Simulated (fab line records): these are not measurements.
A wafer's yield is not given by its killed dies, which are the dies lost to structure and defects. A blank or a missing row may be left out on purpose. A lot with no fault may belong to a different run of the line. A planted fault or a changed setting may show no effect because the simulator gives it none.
A struck lot beside a sound one ; flow sky130 ; 16 steps out of a route of 708
Sound: the wafers L407.2, L407.4, L407.6. The struck wafers were L418.1, L418.2, L418.3. At the end, the cause is stated.
At each step with rows: each side's tool, then ch and its chambers, then its first start. Under that, the readings that differ: sound wafers ; struck wafers ; difference of the means ; sigmas: that difference in standard deviations of wafers without a fault.
alike: readings with means less than 2 such deviations apart, plus words and numbers identical on both sides. not compared: withheld readings, readings lacking a value on some wafer, bounds such as >300 that could conceal the same value, and numbers that have no deviation in the record and whose values overlap.
A row with sigmas, a row that says differs or no value, or rows on one side alone: a step with any of these is where the two part. Non-overlapping numbers with no deviation appear without sigmas and do not part them. A reading missing from all wafers of one side parts the sides only when that side holds two or more wafers.

first, 3 steps without rows for these wafers: SKY_METAL2_EXPOSE_12 (exposes mask MM2, target cd 140 nm); SKY_METAL2_PEB_13; SKY_METAL2_DEVELOP_14 (develop time 60 s).
SKY_METAL2_CD_MEAS_15: the cd target is 140 nm.
  struck on cdSem-02, day 40 08:58; sound on cdSem-02, day 37 10:23
  alike: cdNm
SKY_METAL2_OVL_MEAS_16:
  struck on overlay-01, day 40 09:05; sound on overlay-02, day 37 10:30
reading;sound;struck;difference;sigmas
METAL2_OVL (nm);8 7 15;-4 -3 -7;-15;-3
SKY_METAL2_DESCUM_17: chemistry O2, time 8 s.
  sound on rieMetal-02 ch 0, day 37 10:32; struck on rieMetal-04 ch 0,1, day 40 09:08
reading;sound;struck;difference;sigmas
drypumpMotorCurrentA (A);6.8 6.8 6.7;6.1 5.3 5.3;-1.2;-2
  alike: oesProductAu
  not compared: rfHoursCounterH
SKY_METAL2_ETCH_18: etches BARC in N2/H2, stops on SiO2, time 45.9 s, target depth 60 nm.
  sound on rieMetal-02 ch 0, day 37 10:34; struck on rieMetal-04 ch 0,1, day 40 09:10
reading;sound;struck;difference;sigmas
drypumpMotorCurrentA (A);6.8 6.8 6.7;6.1 5.3 5.3;-1.2;-2
  alike: biasW, oesProductAu, throttleValvePct
  not compared: rfHoursCounterH
SKY_METAL2_METAL_ETCH_19: etches the open film in Cl2/BCl3, stops on SiO2, target depth 360 nm, time 78 s.
  sound on rieMetal-02 ch 0, day 37 10:38; struck on rieMetal-04 ch 0,1, day 40 09:14
reading;sound;struck;difference;sigmas
drypumpMotorCurrentA (A);6.8 6.8 6.8;6.1 5.3 5.3;-1.2;-2
  alike: biasW, oesProductAu, throttleValvePct
  not compared: rfHoursCounterH
SKY_METAL2_STRIP_20: strips in O2/N2.
  sound on plasmaAsher-01 ch 0, day 37 10:43; struck on plasmaAsher-01 ch 0,1, day 40 09:19
  alike: drypumpMotorCurrentA, oesProductAu, stripTimeToEndpointS
  not compared: rfHoursCounterH
then, 3 steps without rows for these wafers: SKY_METAL2_STRIP_21 (strips in post etch residue remover, time 1200 s); SKY_METAL2_CLEAN_22 (cleans in IPA, time 180 s); SKY_METAL2_CLEAN_23 (cleans in O3/DIW).
SKY_VIA2_HDPCVD_00: deposits SiO2, target thk 1180 nm, time 196.7 s.
  sound on hdpcvd-02 ch 0,2, day 37 11:44; struck on hdpcvd-02 ch 0,1,2, day 40 09:55
reading;sound;struck;difference;sigmas
sih4FlowSccm (sccm);60.20 60.28 59.86;47.67 47.94 48.15;-12.19;-64
model.SiO2_of_VIA2_HDPCVD_00.thkNm (nm);1196 1192 1190;947.7 953.4 950;-242.3;
SKY_VIA2_THK_MEAS_01:
  struck on filmMetro-02, day 40 10:16; sound on filmMetro-02, day 37 11:53
reading;sound;struck;difference;sigmas
VIA2_HDPCVD_THK (nm);1196 1192 1190;948 953 950;-242;-20
  not compared: hold
SKY_VIA2_CMP_02: polishes SiO2.
  sound on cmp-01 ch 0,2, day 37 11:59; struck on cmp-02 ch 0,1,3, day 40 12:14
reading;sound;struck;difference;sigmas
hold;- - -;awaitDispo/1.7h/release awaitDispo/1.7h/release awaitDispo/1.7h/release;no value on the sound wafers;
  alike: motorCurrentA
-- the record jumps here: 9 days lie between the struck wafers' starts before and after (it left off in module VIA2 and takes up again in module PAD_OPEN, whose first step shown is number 708 of the route) --
SKY_PAD_OPEN_PROBE_99:
  struck on prober-02, day 49 17:37; sound on prober-01, day 47 12:14
reading;sound;struck;difference;sigmas
killedAtOther;2 0;0 0 0;-1;-2
  alike: defectLimitedYield, killed_at_M0_to_M3, killed_at_M4_up, killedAtContacts, killedAtFrontEnd, killedDies, killedOnRim, killedOpen, killedShort, sort_bin_3_pad_short, sort_bin_5_function, sort_bin_6_memory, sortNPass, sortYieldPct

== WHERE THEY PART ==
At SKY_METAL2_OVL_MEAS_16 first; at SKY_PAD_OPEN_PROBE_99 last (within this record only).

WHY: what the simulator had put in
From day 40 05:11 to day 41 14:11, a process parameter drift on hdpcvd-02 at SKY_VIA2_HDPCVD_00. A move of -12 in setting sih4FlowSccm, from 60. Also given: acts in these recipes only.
